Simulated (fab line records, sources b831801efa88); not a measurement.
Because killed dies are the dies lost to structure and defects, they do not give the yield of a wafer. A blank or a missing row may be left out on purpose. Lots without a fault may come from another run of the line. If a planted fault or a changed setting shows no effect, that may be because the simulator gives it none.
fab line records / flow sfqLine
record: lots: 15 wafers: 45 lastDay: 92
route steps=325 shown I5@228 C5@248
lots untouched by any fault: they come from a run of this same line in which no faults occurred
startH: hours from the record's opening day to when the first of the lot's shown wafers began / waitH: hours from the lot's prior step to this one / " identical to the entry in the row above / L1.1+2: a row that stands for several wafers / - value missing, or start not given / * or withheld: withheld / < > ~ a bound
route shown NAME@n: a module of which the file shows steps, and the number in the route of the first / usual: mean/standard deviation taken from wafers without a fault / same: alike in all rows / chamber/n: place in a boat / sites: each site's reading / _std_site: their standard deviation / _edge_site: the outer-site mean with the inner-site mean subtracted / radiusMm: for every site, how far away it sits from the centre of the wafer / mask NAME#n: copy n / behind: the most recent tool/chamber to have shaped the wafer / hold: cause of the lot's hold/its duration in hours/its outcome / device: the n, p or np transistor that did not switch / end of line: tests run on the same wafers once the route is complete / a step given without rows: its recipe and nothing more / killed: the dies lost at the first sort to structure and to defects; this is not the yield of the wafer / map: a wafer's dies, x killed, . not, _ none there
set.NAME: the run value of the setting; set.NAME@STEP: its run value at that earlier step / model.NAME: the simulator's own value behind a step, which no gauge read
a sample of lots followed through the steps of the route, with each step as a table and each wafer as a row
services: the hour from which a tool's chamber was out of use, counted from the record's first day as startH (under 0 if before that day), plus the number of hours and why
== steps ==
step: SFQ_TRILAYER_A5C_DEP_PECVD_142
recipe: material: SiO2 tempC: 150 timeS: 15.556 pressureTorr: 2.4 rfW: 183.3 precursor: SiH4/N2O targetThkNm: 70
usual: heaterPowerW: 91/13 showerheadVppV: 835/46 throttleValvePct: 24.1/1.4
lot.wafer=L588.3 tool=pecvd-02 chamber=0 startH=1550.61 waitH=0.0 heaterPowerW=82 showerheadVppV=790 throttleValvePct=23.9
lot.wafer=L588.5 tool=pecvd-02 chamber=2 startH=1550.61 waitH=0.0 heaterPowerW=90 showerheadVppV=817 throttleValvePct=25.6
lot.wafer=L588.6 tool=pecvd-02 chamber=0 startH=1550.61 waitH=0.0 heaterPowerW=80 showerheadVppV=790 throttleValvePct=23.9
lot.wafer=L589.3 tool=pecvd-02 chamber=0 startH=1591.51 waitH=0.0 heaterPowerW=85 showerheadVppV=772 throttleValvePct=24.1
lot.wafer=L589.4 tool=pecvd-02 chamber=2 startH=1591.51 waitH=0.0 heaterPowerW=85 showerheadVppV=827 throttleValvePct=26.1
lot.wafer=L589.5 tool=pecvd-02 chamber=2 startH=1591.51 waitH=0.0 heaterPowerW=81 showerheadVppV=822 throttleValvePct=25.6
lot.wafer=L590.1 tool=pecvd-04 chamber=2 startH=1764.59 waitH=0.0 heaterPowerW=110 showerheadVppV=821 throttleValvePct=22.6
lot.wafer=L590.2 tool=pecvd-04 chamber=1 startH=1764.59 waitH=0.0 heaterPowerW=90 showerheadVppV=811 throttleValvePct=22.1
lot.wafer=L590.3 tool=pecvd-04 chamber=0 startH=1764.59 waitH=0.0 heaterPowerW=79 showerheadVppV=776 throttleValvePct=22.8
lot.wafer=L592.1 tool=pecvd-02 chamber=2 startH=1766.27 waitH=0.0 heaterPowerW=85 showerheadVppV=817 throttleValvePct=25.8
lot.wafer=L592.4 tool=pecvd-02 chamber=0 startH=1766.27 waitH=0.0 heaterPowerW=89 showerheadVppV=788 throttleValvePct=24.1
lot.wafer=L592.6 tool=pecvd-02 chamber=1 startH=1766.27 waitH=0.0 heaterPowerW=101 showerheadVppV=918 throttleValvePct=24.7
lot.wafer=L593.2 tool=pecvd-04 chamber=2 startH=1771.08 waitH=0.0 heaterPowerW=101 showerheadVppV=824 throttleValvePct=22.8
lot.wafer=L593.3 tool=pecvd-04 chamber=1 startH=1771.08 waitH=0.0 heaterPowerW=103 showerheadVppV=823 throttleValvePct=22.1
lot.wafer=L593.4 tool=pecvd-04 chamber=2 startH=1771.08 waitH=0.0 heaterPowerW=106 showerheadVppV=838 throttleValvePct=22.7
lot.wafer=L593.2 tool=pecvd-04 chamber=2 startH=1771.27 waitH=0.2 heaterPowerW=101 showerheadVppV=812 throttleValvePct=22.9
lot.wafer=L593.3 tool=pecvd-04 chamber=1 startH=1771.27 waitH=0.2 heaterPowerW=99 showerheadVppV=825 throttleValvePct=21.9
lot.wafer=L593.4 tool=pecvd-04 chamber=2 startH=1771.27 waitH=0.2 heaterPowerW=102 showerheadVppV=820 throttleValvePct=22.7
lot.wafer=L594.2 tool=pecvd-03 chamber=0 startH=1772.31 waitH=0.0 heaterPowerW=66 showerheadVppV=929 throttleValvePct=24.3
lot.wafer=L594.3 tool=pecvd-03 chamber=1 startH=1772.31 waitH=0.0 heaterPowerW=97 showerheadVppV=826 throttleValvePct=23.7
lot.wafer=L594.6 tool=pecvd-03 chamber=0 startH=1772.31 waitH=0.0 heaterPowerW=65 showerheadVppV=930 throttleValvePct=24.1
lot.wafer=L594.2 tool=pecvd-03 chamber=0 startH=1772.50 waitH=0.2 heaterPowerW=65 showerheadVppV=929 throttleValvePct=24.0
lot.wafer=L594.3 tool=pecvd-03 chamber=1 startH=1772.50 waitH=0.2 heaterPowerW=94 showerheadVppV=846 throttleValvePct=23.8
lot.wafer=L594.6 tool=pecvd-03 chamber=0 startH=1772.50 waitH=0.2 heaterPowerW=66 showerheadVppV=932 throttleValvePct=24.2
lot.wafer=L597.1 tool=pecvd-02 chamber=0 startH=1778.28 waitH=0.0 heaterPowerW=86 showerheadVppV=782 throttleValvePct=24.1
lot.wafer=L597.2 tool=pecvd-02 chamber=2 startH=1778.28 waitH=0.0 heaterPowerW=88 showerheadVppV=808 throttleValvePct=25.6
lot.wafer=L597.5 tool=pecvd-02 chamber=1 startH=1778.28 waitH=0.0 heaterPowerW=97 showerheadVppV=897 throttleValvePct=24.9
lot.wafer=L598.1 tool=pecvd-04 chamber=1 startH=1780.68 waitH=0.0 heaterPowerW=86 showerheadVppV=813 throttleValvePct=21.9
lot.wafer=L598.2 tool=pecvd-04 chamber=2 startH=1780.68 waitH=0.0 heaterPowerW=107 showerheadVppV=830 throttleValvePct=22.8
lot.wafer=L598.4 tool=pecvd-04 chamber=2 startH=1780.68 waitH=0.0 heaterPowerW=106 showerheadVppV=830 throttleValvePct=22.8
lot.wafer=L600.3 tool=pecvd-02 chamber=2 startH=1784.28 waitH=0.0 heaterPowerW=89 showerheadVppV=826 throttleValvePct=25.8
lot.wafer=L600.5 tool=pecvd-02 chamber=0 startH=1784.28 waitH=0.0 heaterPowerW=94 showerheadVppV=797 throttleValvePct=24.0
lot.wafer=L600.6 tool=pecvd-02 chamber=2 startH=1784.28 waitH=0.0 heaterPowerW=93 showerheadVppV=811 throttleValvePct=26.1
lot.wafer=L600.3 tool=pecvd-02 chamber=2 startH=1784.47 waitH=0.2 heaterPowerW=94 showerheadVppV=816 throttleValvePct=26.1
lot.wafer=L600.5 tool=pecvd-02 chamber=0 startH=1784.47 waitH=0.2 heaterPowerW=90 showerheadVppV=786 throttleValvePct=24.1
lot.wafer=L600.6 tool=pecvd-02 chamber=2 startH=1784.47 waitH=0.2 heaterPowerW=92 showerheadVppV=820 throttleValvePct=26.0
lot.wafer=L604.3 tool=pecvd-04 chamber=0 startH=1868.30 waitH=0.0 heaterPowerW=88 showerheadVppV=774 throttleValvePct=23.2
lot.wafer=L604.4 tool=pecvd-04 chamber=2 startH=1868.30 waitH=0.0 heaterPowerW=107 showerheadVppV=826 throttleValvePct=22.9
lot.wafer=L604.5 tool=pecvd-04 chamber=0 startH=1868.30 waitH=0.0 heaterPowerW=87 showerheadVppV=780 throttleValvePct=23.0
lot.wafer=L606.2 tool=pecvd-04 chamber=0 startH=1893.17 waitH=0.0 heaterPowerW=79 showerheadVppV=763 throttleValvePct=22.9
lot.wafer=L606.3 tool=pecvd-04 chamber=2 startH=1893.17 waitH=0.0 heaterPowerW=107 showerheadVppV=810 throttleValvePct=23.0
lot.wafer=L606.5 tool=pecvd-04 chamber=1 startH=1893.17 waitH=0.0 heaterPowerW=99 showerheadVppV=838 throttleValvePct=22.3
lot.wafer=L607.2 tool=pecvd-03 chamber=0 startH=1901.57 waitH=0.0 heaterPowerW=65 showerheadVppV=939 throttleValvePct=24.6
lot.wafer=L607.4 tool=pecvd-03 chamber=0 startH=1901.57 waitH=0.0 heaterPowerW=64 showerheadVppV=920 throttleValvePct=24.5
lot.wafer=L607.5 tool=pecvd-03 chamber=1 startH=1901.57 waitH=0.0 heaterPowerW=92 showerheadVppV=846 throttleValvePct=24.2
lot.wafer=L608.1 tool=pecvd-04 chamber=1 startH=1912.37 waitH=0.0 heaterPowerW=101 showerheadVppV=831 throttleValvePct=22.2
lot.wafer=L608.4 tool=pecvd-04 chamber=1 startH=1912.37 waitH=0.0 heaterPowerW=104 showerheadVppV=819 throttleValvePct=22.1
lot.wafer=L608.6 tool=pecvd-04 chamber=1 startH=1912.37 waitH=0.0 heaterPowerW=101 showerheadVppV=821 throttleValvePct=22.4
lot.wafer=L609.3 tool=pecvd-04 chamber=2 startH=1915.97 waitH=0.0 heaterPowerW=112 showerheadVppV=836 throttleValvePct=23.2
lot.wafer=L609.5 tool=pecvd-04 chamber=1 startH=1915.97 waitH=0.0 heaterPowerW=101 showerheadVppV=809 throttleValvePct=22.2
lot.wafer=L609.6 tool=pecvd-04 chamber=0 startH=1915.97 waitH=0.0 heaterPowerW=83 showerheadVppV=783 throttleValvePct=23.4
lot.wafer=L611.1 tool=pecvd-04 chamber=0 startH=1920.77 waitH=0.0 heaterPowerW=87 showerheadVppV=780 throttleValvePct=23.3
lot.wafer=L611.3 tool=pecvd-04 chamber=2 startH=1920.77 waitH=0.0 heaterPowerW=93 showerheadVppV=821 throttleValvePct=23.2
lot.wafer=L611.5 tool=pecvd-04 chamber=1 startH=1920.77 waitH=0.0 heaterPowerW=99 showerheadVppV=820 throttleValvePct=22.3
step: SFQ_TRILAYER_C5_ETCH_VIA_ETCH_154
recipe: target: SiO2 maskMaterial: PR chemistry: CHF3 targetDepthNm: 84 sourceW: 500 biasW: 80 pressureMtorr: 30 timeS: withheld stopOn: Nb
usual: drypumpMotorCurrentA: 5.8/0.46 oesProductAu: 0.896/0.0082
lot.wafer=L588.3 tool=rieDiel-02 chamber=0 startH=1752.22 waitH=0.0 drypumpMotorCurrentA=5.6 oesProductAu=0.881
lot.wafer=L588.5 tool=rieDiel-02 chamber=0 startH=1752.22 waitH=0.0 drypumpMotorCurrentA=5.6 oesProductAu=0.907
lot.wafer=L588.6 tool=rieDiel-02 chamber=3 startH=1752.22 waitH=0.0 drypumpMotorCurrentA=5.2 oesProductAu=0.895
lot.wafer=L589.3 tool=rieDiel-01 chamber=2 startH=1753.67 waitH=0.0 drypumpMotorCurrentA=5.9 oesProductAu=0.907
lot.wafer=L589.4 tool=rieDiel-01 chamber=0 startH=1753.67 waitH=0.0 drypumpMotorCurrentA=5.6 oesProductAu=0.905
lot.wafer=L589.5 tool=rieDiel-01 chamber=2 startH=1753.67 waitH=0.0 drypumpMotorCurrentA=5.9 oesProductAu=0.914
lot.wafer=L590.1 tool=rieDiel-04 chamber=3 startH=1771.72 waitH=0.0 drypumpMotorCurrentA=6.1 oesProductAu=0.893
lot.wafer=L590.2 tool=rieDiel-04 chamber=1 startH=1771.72 waitH=0.0 drypumpMotorCurrentA=6.1 oesProductAu=0.872
lot.wafer=L590.3 tool=rieDiel-04 chamber=0 startH=1771.72 waitH=0.0 drypumpMotorCurrentA=5.8 oesProductAu=0.882
lot.wafer=L592.1 tool=rieDiel-04 chamber=1 startH=1775.32 waitH=0.0 drypumpMotorCurrentA=6.0 oesProductAu=0.900
lot.wafer=L592.4 tool=rieDiel-04 chamber=0 startH=1775.32 waitH=0.0 drypumpMotorCurrentA=5.8 oesProductAu=0.907
lot.wafer=L592.6 tool=rieDiel-04 chamber=1 startH=1775.32 waitH=0.0 drypumpMotorCurrentA=6.0 oesProductAu=0.903
lot.wafer=L593.2 tool=rieDiel-01 chamber=1 startH=1779.60 waitH=0.0 drypumpMotorCurrentA=6.7 oesProductAu=0.995
lot.wafer=L593.3 tool=rieDiel-01 chamber=2 startH=1779.60 waitH=0.0 drypumpMotorCurrentA=5.9 oesProductAu=1.012
lot.wafer=L593.4 tool=rieDiel-01 chamber=0 startH=1779.60 waitH=0.0 drypumpMotorCurrentA=5.5 oesProductAu=0.998
lot.wafer=L594.2 tool=rieDiel-04 chamber=3 startH=1782.00 waitH=0.0 drypumpMotorCurrentA=6.1 oesProductAu=1.004
lot.wafer=L594.3 tool=rieDiel-04 chamber=0 startH=1782.00 waitH=0.0 drypumpMotorCurrentA=5.8 oesProductAu=1.001
lot.wafer=L594.6 tool=rieDiel-04 chamber=0 startH=1782.00 waitH=0.0 drypumpMotorCurrentA=5.8 oesProductAu=1.004
lot.wafer=L597.1 tool=rieDiel-04 chamber=1 startH=1789.22 waitH=0.0 drypumpMotorCurrentA=6.1 oesProductAu=0.890
lot.wafer=L597.2 tool=rieDiel-04 chamber=0 startH=1789.22 waitH=0.0 drypumpMotorCurrentA=5.8 oesProductAu=0.896
lot.wafer=L597.5 tool=rieDiel-04 chamber=1 startH=1789.22 waitH=0.0 drypumpMotorCurrentA=6.0 oesProductAu=0.905
lot.wafer=L598.1 tool=rieDiel-02 chamber=1 startH=1791.60 waitH=0.0 drypumpMotorCurrentA=4.9 oesProductAu=0.890
lot.wafer=L598.2 tool=rieDiel-02 chamber=3 startH=1791.60 waitH=0.0 drypumpMotorCurrentA=5.2 oesProductAu=0.890
lot.wafer=L598.4 tool=rieDiel-02 chamber=2 startH=1791.60 waitH=0.0 drypumpMotorCurrentA=6.0 oesProductAu=0.905
lot.wafer=L600.3 tool=rieDiel-02 chamber=2 startH=1796.40 waitH=0.0 drypumpMotorCurrentA=6.0 oesProductAu=1.003
lot.wafer=L600.5 tool=rieDiel-02 chamber=0 startH=1796.40 waitH=0.0 drypumpMotorCurrentA=5.6 oesProductAu=1.005
lot.wafer=L600.6 tool=rieDiel-02 chamber=3 startH=1796.40 waitH=0.0 drypumpMotorCurrentA=5.2 oesProductAu=1.007
lot.wafer=L604.3 tool=rieDiel-01 chamber=3 startH=1967.69 waitH=0.0 drypumpMotorCurrentA=6.4 oesProductAu=0.881
lot.wafer=L604.4 tool=rieDiel-01 chamber=1 startH=1967.69 waitH=0.0 drypumpMotorCurrentA=6.7 oesProductAu=0.897
lot.wafer=L604.5 tool=rieDiel-01 chamber=2 startH=1967.69 waitH=0.0 drypumpMotorCurrentA=5.9 oesProductAu=0.899
lot.wafer=L606.2 tool=rieDiel-02 chamber=0 startH=1997.35 waitH=0.0 drypumpMotorCurrentA=5.6 oesProductAu=0.891
lot.wafer=L606.3 tool=rieDiel-02 chamber=2 startH=1997.35 waitH=0.0 drypumpMotorCurrentA=6.0 oesProductAu=0.886
lot.wafer=L606.5 tool=rieDiel-02 chamber=3 startH=1997.35 waitH=0.0 drypumpMotorCurrentA=5.2 oesProductAu=0.903
lot.wafer=L607.2 tool=rieDiel-01 chamber=0 startH=2010.35 waitH=0.0 drypumpMotorCurrentA=5.6 oesProductAu=0.891
lot.wafer=L607.4 tool=rieDiel-01 chamber=2 startH=2010.35 waitH=0.0 drypumpMotorCurrentA=5.9 oesProductAu=0.899
lot.wafer=L607.5 tool=rieDiel-01 chamber=1 startH=2010.35 waitH=0.0 drypumpMotorCurrentA=6.7 oesProductAu=0.899
lot.wafer=L608.1 tool=rieDiel-04 chamber=2 startH=2019.95 waitH=0.0 drypumpMotorCurrentA=5.1 oesProductAu=0.900
lot.wafer=L608.4 tool=rieDiel-04 chamber=3 startH=2019.95 waitH=0.0 drypumpMotorCurrentA=6.1 oesProductAu=0.895
lot.wafer=L608.6 tool=rieDiel-04 chamber=1 startH=2019.95 waitH=0.0 drypumpMotorCurrentA=6.1 oesProductAu=0.897
lot.wafer=L609.3 tool=rieDiel-04 chamber=3 startH=2024.75 waitH=0.0 drypumpMotorCurrentA=6.1 oesProductAu=0.897
lot.wafer=L609.5 tool=rieDiel-04 chamber=1 startH=2024.75 waitH=0.0 drypumpMotorCurrentA=6.0 oesProductAu=0.890
lot.wafer=L609.6 tool=rieDiel-04 chamber=0 startH=2024.75 waitH=0.0 drypumpMotorCurrentA=5.8 oesProductAu=0.896
lot.wafer=L611.1 tool=rieDiel-04 chamber=1 startH=2029.55 waitH=0.0 drypumpMotorCurrentA=6.1 oesProductAu=0.901
lot.wafer=L611.3 tool=rieDiel-04 chamber=3 startH=2029.55 waitH=0.0 drypumpMotorCurrentA=6.1 oesProductAu=0.906
lot.wafer=L611.5 tool=rieDiel-04 chamber=0 startH=2029.55 waitH=0.0 drypumpMotorCurrentA=5.8 oesProductAu=0.890
== services ==
tool=rieDiel-02 chamber=2 startH=1546.52 hours=16.2 kind=repair
tool=pecvd-04 chamber=- startH=1550.89 hours=1.2 kind=repair
tool=rieDiel-04 chamber=0 startH=1564.18 hours=9.2 kind=repair
tool=rieDiel-01 chamber=1 startH=1586.47 hours=8.0 kind=repair
tool=pecvd-02 chamber=1 startH=1586.68 hours=20.2 kind=repair
tool=rieDiel-01 chamber=0 startH=1589.69 hours=7.3 kind=repair
tool=rieDiel-01 chamber=2 startH=1638.95 hours=6.6 kind=repair
tool=rieDiel-01 chamber=0 startH=1639.29 hours=19.2 kind=repair
tool=rieDiel-01 chamber=1 startH=1658.12 hours=2.5 kind=repair
tool=pecvd-04 chamber=- startH=1686.25 hours=14.0 kind=pm
tool=pecvd-04 chamber=2 startH=1702.60 hours=14.9 kind=repair
tool=pecvd-04 chamber=- startH=1724.65 hours=8.5 kind=repair
tool=rieDiel-04 chamber=0 startH=1753.81 hours=6.9 kind=repair
tool=rieDiel-04 chamber=2 startH=1758.50 hours=37.5 kind=repair
tool=pecvd-04 chamber=- startH=1790.62 hours=2.8 kind=pm
tool=rieDiel-04 chamber=- startH=1808.57 hours=0.4 kind=repair
tool=rieDiel-04 chamber=3 startH=1836.65 hours=1.6 kind=repair
tool=rieDiel-04 chamber=- startH=1875.12 hours=14.6 kind=pm
tool=pecvd-04 chamber=0 startH=1898.79 hours=14.3 kind=repair
tool=rieDiel-04 chamber=0 startH=1928.38 hours=4.9 kind=repair
tool=rieDiel-04 chamber=2 startH=1938.07 hours=8.6 kind=repair
tool=pecvd-02 chamber=2 startH=1965.01 hours=21.3 kind=repair
tool=rieDiel-04 chamber=1 startH=2001.16 hours=6.3 kind=repair
tool=pecvd-04 chamber=- startH=2001.33 hours=4.3 kind=pm
== key ==
firstSign: step: SFQ_TRILAYER_A5C_DEP_PECVD_142 reading: visit direction: added
effect: step: SFQ_TRILAYER_C5_ETCH_VIA_ETCH_154 reading: oesProductAu direction: up sigmas: 13 usual: 0.896 struck: 1.003
metAt SFQ_TRILAYER_A5C_DEP_PECVD_142
struckLots L593,L594,L600
fault: kind: repeatedStepWhole tool: pecvd-02,pecvd-03,pecvd-04 chamber: - onsetH: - steps: SFQ_TRILAYER_A5C_DEP_PECVD_142 times: 1 scope: struckLotsOnly
